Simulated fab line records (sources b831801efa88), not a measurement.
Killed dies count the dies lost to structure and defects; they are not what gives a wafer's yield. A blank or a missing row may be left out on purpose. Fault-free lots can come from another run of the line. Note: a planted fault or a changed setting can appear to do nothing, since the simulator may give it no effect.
Code-filled problem report in 8D (eight disciplines) form || flow gf180mcu || the parts of the form that need people (team, actions taken, sign-off) are left out

1. PROBLEM STATEMENT
On 3 wafers of 1 lot, oesProductAu at GF_DNWELL_STRIP_08 has a mean of 0.964 a.u.; fault-free wafers read 0.722 a.u., standard deviation 0.0043. Measured from the usual mean, that is +56 standard deviations.
The step: strips in O2/N2.
Seen first at day 6 15:28 on plasmaAsher-02, wafer L857.2. The record holds 36 wafers of 12 lots with a number at this step. The rule behind "out" and "out of limits": a value lying over 4 standard deviations away from the usual mean. The rest of the wafers with a number are treated as sound.

2. WHAT IT IS AND WHAT IT IS NOT
{"question": "which readings at this step", "is": "oesProductAu", "is not": "o2FlowSccm, platenTempC"}
{"question": "which lots", "is": "L857", "is not": "L841, L842, L845, L847, L848, L849, L851, L852, L853, L854, L855"}
{"question": "which wafers of those lots", "is": "all that have a number", "is not": "-"}
{"question": "read on which tools", "is": "plasmaAsher-02", "is not": "plasmaAsher-03, plasmaAsher-04"}
{"question": "when", "is": "from day 6 15:28", "is not": "up to then (33 sound wafers)"}

3. SUSPECTS, AND WHAT RULES EACH OUT
Counting: any tool at a process step up to the reading is kept as a suspect provided that every lot that is out went through it and no sound lot did after the first of them.
- plasmaAsher-02 at GF_DNWELL_STRIP_08 (strips in O2/N2): kept. It ran the lot that is out, L857 (day 6 15:28), and no sound lot after that; its last sound lot up to then is L855 (day 6 10:10). Out on those wafers are its own readings of oesProductAu.
After counting, what remains is plasmaAsher-02 at GF_DNWELL_STRIP_08.

4. THE CAUSE (what the simulator had put in)
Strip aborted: plasmaAsher-02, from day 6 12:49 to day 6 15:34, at GF_DNWELL_STRIP_08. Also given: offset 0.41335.
This tool alone remained once counting was done.

5. THE CHAIN OF EFFECTS, in route order
One row per reading whose mean, taken over the struck wafers that have a number, lies over 3 standard deviations from the usual. Only readings whose record carries a usual standard deviation are examined. hours: median over the lots of the time between each lot's start at the first step of this table that gives one and its start at this step. sigmas: the change, counted in usual standard deviations.
{"hours": 0, "step": "GF_DNWELL_STRIP_08", "reading": "oesProductAu", "usual": "0.722 a.u.", "on struck wafers": 0.964, "change": "+0.242", "sigmas": "+56"}
{"hours": 16, "step": "GF_NWELL_STRIP_10", "reading": "stripTimeToEndpointS", "usual": "36.96 s", "on struck wafers": 41.49, "change": "+4.53", "sigmas": "+48"}
{"hours": 16, "step": "GF_NWELL_TW_MEAS_11", "reading": "NWELL_TW", "usual": 1578, "on struck wafers": 1541, "change": -37, "sigmas": -3.3}
Process steps it contains:
- GF_DNWELL_STRIP_08: strips in O2/N2.
- GF_NWELL_STRIP_10: strips in O2/N2.
Readings that are blank on the struck wafers while sound wafers have them: stripTimeToEndpointS at GF_DNWELL_STRIP_08.
At these later measuring or inspecting steps, every struck wafer for which the step has a row has a number for every such reading, and none has moved that far: GF_CONTACT_CD_MEAS_14, GF_M1_OVL_MEAS_15, GF_V1_THK_MEAS_01.

6. HOW IT WOULD HAVE BEEN CAUGHT EARLIER
The fault began at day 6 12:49; the first out-of-limits reading in this record came at day 6 15:28, 3 hours later.
